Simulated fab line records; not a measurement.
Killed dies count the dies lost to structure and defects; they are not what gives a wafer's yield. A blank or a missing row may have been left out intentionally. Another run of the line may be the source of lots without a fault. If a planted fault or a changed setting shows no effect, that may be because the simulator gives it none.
Which tool was responsible? :: flow gf180mcu :: 39 wafers from 13 lots sampled at 4 of the route's 602 steps

WHAT THE GAUGES READ, wafer by wafer
GF_V1_CD_MEAS_14: target cd 260 nm.
lot: L186
measured: day 18 08:10
on: cd_sem-01
cd_nm (nm): 262.1 261.2 260.8

lot: L187
measured: day 18 18:59
on: cd_sem-01
cd_nm (nm): 259.2 259.3 259.3

lot: L189
measured: day 19 16:35
on: cd_sem-02
cd_nm (nm): 260.4 261.1 260.8

lot: L190
measured: day 20 04:58
on: cd_sem-02
cd_nm (nm): 259.0 258.7 259.6

lot: L191
measured: day 20 11:23
on: cd_sem-01
cd_nm (nm): 260.2 260.7 259.5

lot: L192
measured: day 21 00:26
on: cd_sem-01
cd_nm (nm): 259.7 260.8 259.5

lot: L201
measured: day 23 23:19
on: cd_sem-02
cd_nm (nm): 260.3 260.3 258.9

lot: L202
measured: day 24 09:43
on: cd_sem-02
cd_nm (nm): 259.4 260.4 259.7

lot: L203
measured: day 24 18:49
on: cd_sem-02
cd_nm (nm): 262.2 260.3 262.4

lot: L205
measured: day 25 09:43
on: cd_sem-01
cd_nm (nm): 260.9 260.9 262.0

lot: L206
measured: day 25 10:03
on: cd_sem-01
cd_nm (nm): 261.6 261.3 262.8

lot: L207
measured: day 25 16:43
on: cd_sem-02
cd_nm (nm): 259.6 260.2 260.2

lot: L208
measured: day 26 02:56
on: cd_sem-02
cd_nm (nm): 259.9 260.1 259.5

GF_M3_CD_MEAS_14: target cd 280 nm.
lot: L186
measured: day 21 14:30
on: cd_sem-01
cd_nm (nm): 281.6 280.9 281.2

lot: L187
measured: day 22 01:11
on: cd_sem-02
cd_nm (nm): 282.4 281.1 282.5

lot: L189
measured: day 22 19:49
on: cd_sem-01
cd_nm (nm): 277.4 276.9 278.1

lot: L190
measured: day 23 07:31
on: cd_sem-01
cd_nm (nm): 279.9 278.6 279.4

lot: L191
measured: day 23 14:01
on: cd_sem-01
cd_nm (nm): 279.2 280.5 279.4

lot: L192
measured: day 24 02:44
on: cd_sem-01
cd_nm (nm): 278.9 279.9 279.6

lot: L201
measured: day 26 19:31
on: cd_sem-01
cd_nm (nm): 280.2 280.4 280.7

lot: L202
measured: day 27 06:03
on: cd_sem-01
cd_nm (nm): 278.4 279.4 280.3

lot: L203
measured: day 27 15:02
on: cd_sem-02
cd_nm (nm): 279.3 278.0 277.4

lot: L205
measured: day 28 04:08
on: cd_sem-01
cd_nm (nm): 281.9 281.8 280.6

lot: L206
measured: day 28 04:19
on: cd_sem-02
cd_nm (nm): 280.1 280.7 281.4

lot: L207
measured: day 28 10:28
on: cd_sem-02
cd_nm (nm): 280.0 280.8 281.1

lot: L208
measured: day 28 20:17
on: cd_sem-02
cd_nm (nm): 280.3 279.9 278.6

WHICH TOOL RAN EACH LOT (tool, then ch and the chambers of the sampled wafers, then the start)
lot: L186
GF_M2_SPUTTER_00: pvd_sputter-01, day 18 09:41
GF_M3_SPUTTER_00: pvd_sputter-03, day 20 14:17

lot: L187
GF_M2_SPUTTER_00: pvd_sputter-02, day 18 20:29
GF_M3_SPUTTER_00: pvd_sputter-01, day 21 00:53

lot: L189
GF_M2_SPUTTER_00: pvd_sputter-03, day 19 18:04
GF_M3_SPUTTER_00: pvd_sputter-01, day 21 20:32

lot: L190
GF_M2_SPUTTER_00: pvd_sputter-01, day 20 06:32
GF_M3_SPUTTER_00: pvd_sputter-03, day 22 08:55

lot: L191
GF_M2_SPUTTER_00: pvd_sputter-01, day 20 12:53
GF_M3_SPUTTER_00: pvd_sputter-03, day 22 15:19

lot: L192
GF_M2_SPUTTER_00: pvd_sputter-03, day 21 01:56
GF_M3_SPUTTER_00: pvd_sputter-04, day 23 03:58

lot: L201
GF_M2_SPUTTER_00: pvd_sputter-02, day 24 00:54
GF_M3_SPUTTER_00: pvd_sputter-04, day 25 22:23

lot: L202
GF_M2_SPUTTER_00: pvd_sputter-01, day 24 11:11
GF_M3_SPUTTER_00: pvd_sputter-01, day 26 08:52

lot: L203
GF_M2_SPUTTER_00: pvd_sputter-02, day 24 20:26
GF_M3_SPUTTER_00: pvd_sputter-04, day 26 17:59

lot: L205
GF_M2_SPUTTER_00: pvd_sputter-02, day 25 11:34
GF_M3_SPUTTER_00: pvd_sputter-03, day 27 07:55

lot: L206
GF_M2_SPUTTER_00: pvd_sputter-03, day 25 11:44
GF_M3_SPUTTER_00: pvd_sputter-01, day 27 08:31

lot: L207
GF_M2_SPUTTER_00: pvd_sputter-03, day 25 18:16
GF_M3_SPUTTER_00: pvd_sputter-03, day 27 15:32

lot: L208
GF_M2_SPUTTER_00: pvd_sputter-02, day 26 04:26
GF_M3_SPUTTER_00: pvd_sputter-01, day 28 00:52
- GF_M2_SPUTTER_00: material Ti, target thk 37.5 nm, time 150 s.
- GF_M3_SPUTTER_00: material Ti, target thk 37.5 nm, time 150 s.

WHAT THE TOOLS THEMSELVES READ (means of the sampled wafers that have a number; where no wafer has one, the mark that the record gives instead)
GF_M2_SPUTTER_00.
lot: L186
tool: pvd_sputter-01
cathode_dc_power_W (W): 3999.9
chamber_pressure_pa (Pa): 2.001
throttle_valve_pct (%): 29.2

lot: L187
tool: pvd_sputter-02
cathode_dc_power_W (W): 3999.7
chamber_pressure_pa (Pa): 2.003
throttle_valve_pct (%): 29.7

lot: L189
tool: pvd_sputter-03
cathode_dc_power_W (W): 4000.2
chamber_pressure_pa (Pa): 2.003
throttle_valve_pct (%): 29.5

lot: L190
tool: pvd_sputter-01
cathode_dc_power_W (W): 3999.5
chamber_pressure_pa (Pa): 1.995
throttle_valve_pct (%): 29.7

lot: L191
tool: pvd_sputter-01
cathode_dc_power_W (W): -
chamber_pressure_pa (Pa): -
throttle_valve_pct (%): -

lot: L192
tool: pvd_sputter-03
cathode_dc_power_W (W): -
chamber_pressure_pa (Pa): -
throttle_valve_pct (%): -

lot: L201
tool: pvd_sputter-02
cathode_dc_power_W (W): 3999.7
chamber_pressure_pa (Pa): 1.994
throttle_valve_pct (%): 29.9

lot: L202
tool: pvd_sputter-01
cathode_dc_power_W (W): 4000.0
chamber_pressure_pa (Pa): 2.001
throttle_valve_pct (%): 29.1

lot: L203
tool: pvd_sputter-02
cathode_dc_power_W (W): 4000.3
chamber_pressure_pa (Pa): 2.002
throttle_valve_pct (%): 29.5

lot: L205
tool: pvd_sputter-02
cathode_dc_power_W (W): 3999.7
chamber_pressure_pa (Pa): 1.997
throttle_valve_pct (%): 29.9

lot: L206
tool: pvd_sputter-03
cathode_dc_power_W (W): 4000.0
chamber_pressure_pa (Pa): 2.000
throttle_valve_pct (%): 29.9

lot: L207
tool: pvd_sputter-03
cathode_dc_power_W (W): 4000.2
chamber_pressure_pa (Pa): 2.000
throttle_valve_pct (%): 29.5

lot: L208
tool: pvd_sputter-02
cathode_dc_power_W (W): 4000.6
chamber_pressure_pa (Pa): 2.000
throttle_valve_pct (%): 29.8

GF_M3_SPUTTER_00.
lot: L186
tool: pvd_sputter-03
cathode_dc_power_W (W): 4000.4
chamber_pressure_pa (Pa): 2.004
throttle_valve_pct (%): 29.7

lot: L187
tool: pvd_sputter-01
cathode_dc_power_W (W): 4000.3
chamber_pressure_pa (Pa): 1.998
throttle_valve_pct (%): 29.6

lot: L189
tool: pvd_sputter-01
cathode_dc_power_W (W): 4000.1
chamber_pressure_pa (Pa): 1.998
throttle_valve_pct (%): 29.8

lot: L190
tool: pvd_sputter-03
cathode_dc_power_W (W): 4000.1
chamber_pressure_pa (Pa): 2.001
throttle_valve_pct (%): 30.2

lot: L191
tool: pvd_sputter-03
cathode_dc_power_W (W): 3999.5
chamber_pressure_pa (Pa): 2.001
throttle_valve_pct (%): 30.3

lot: L192
tool: pvd_sputter-04
cathode_dc_power_W (W): 4000.2
chamber_pressure_pa (Pa): 2.004
throttle_valve_pct (%): 29.5

lot: L201
tool: pvd_sputter-04
cathode_dc_power_W (W): 3999.6
chamber_pressure_pa (Pa): 1.998
throttle_valve_pct (%): 29.8

lot: L202
tool: pvd_sputter-01
cathode_dc_power_W (W): 3999.7
chamber_pressure_pa (Pa): 1.998
throttle_valve_pct (%): 29.0

lot: L203
tool: pvd_sputter-04
cathode_dc_power_W (W): 4000.3
chamber_pressure_pa (Pa): 1.998
throttle_valve_pct (%): 29.7

lot: L205
tool: pvd_sputter-03
cathode_dc_power_W (W): 4000.3
chamber_pressure_pa (Pa): 2.002
throttle_valve_pct (%): 29.8

lot: L206
tool: pvd_sputter-01
cathode_dc_power_W (W): 4000.0
chamber_pressure_pa (Pa): 2.000
throttle_valve_pct (%): 29.2

lot: L207
tool: pvd_sputter-03
cathode_dc_power_W (W): 3999.6
chamber_pressure_pa (Pa): 1.998
throttle_valve_pct (%): 30.1

lot: L208
tool: pvd_sputter-01
cathode_dc_power_W (W): 4000.2
chamber_pressure_pa (Pa): 1.998
throttle_valve_pct (%): 29.3

THE ANSWER, worked out from the rows above alone
Rule: what is usual is taken from the lots themselves. The widest of any qualifying gaps counts: lots, ordered by their means at a reading, are off when they make up no more than a third of the lots, leave a main group of 4 or more, and stand apart from it by 3 or more times the standard deviation of that group's means. A main group whose means are all the same, to the digits that the tables above print for the reading, isn't used. A lot without any number at a reading at which 4 lots or more have one is off too. All remaining lots with rows at the step are treated as sound. First the gauges in route order, then the tools' own readings, where a lot's mean is used as printed above. At the first step where some lot is off, the reading lying furthest off is the one used; lots without a number count as furthest.
Off: L191, L192 (GF_M2_SPUTTER_00, cathode_dc_power_W). Without a number there: L191, L192. For the main group the mean is 4000.0 W and the standard deviation 0.31.
A tool fits if, at that step or a process step before it, it ran every lot that is off, and no sound lot after the first of them. Of those tried, none fits.

WHAT HAD BEEN PUT IN BY THE SIMULATOR
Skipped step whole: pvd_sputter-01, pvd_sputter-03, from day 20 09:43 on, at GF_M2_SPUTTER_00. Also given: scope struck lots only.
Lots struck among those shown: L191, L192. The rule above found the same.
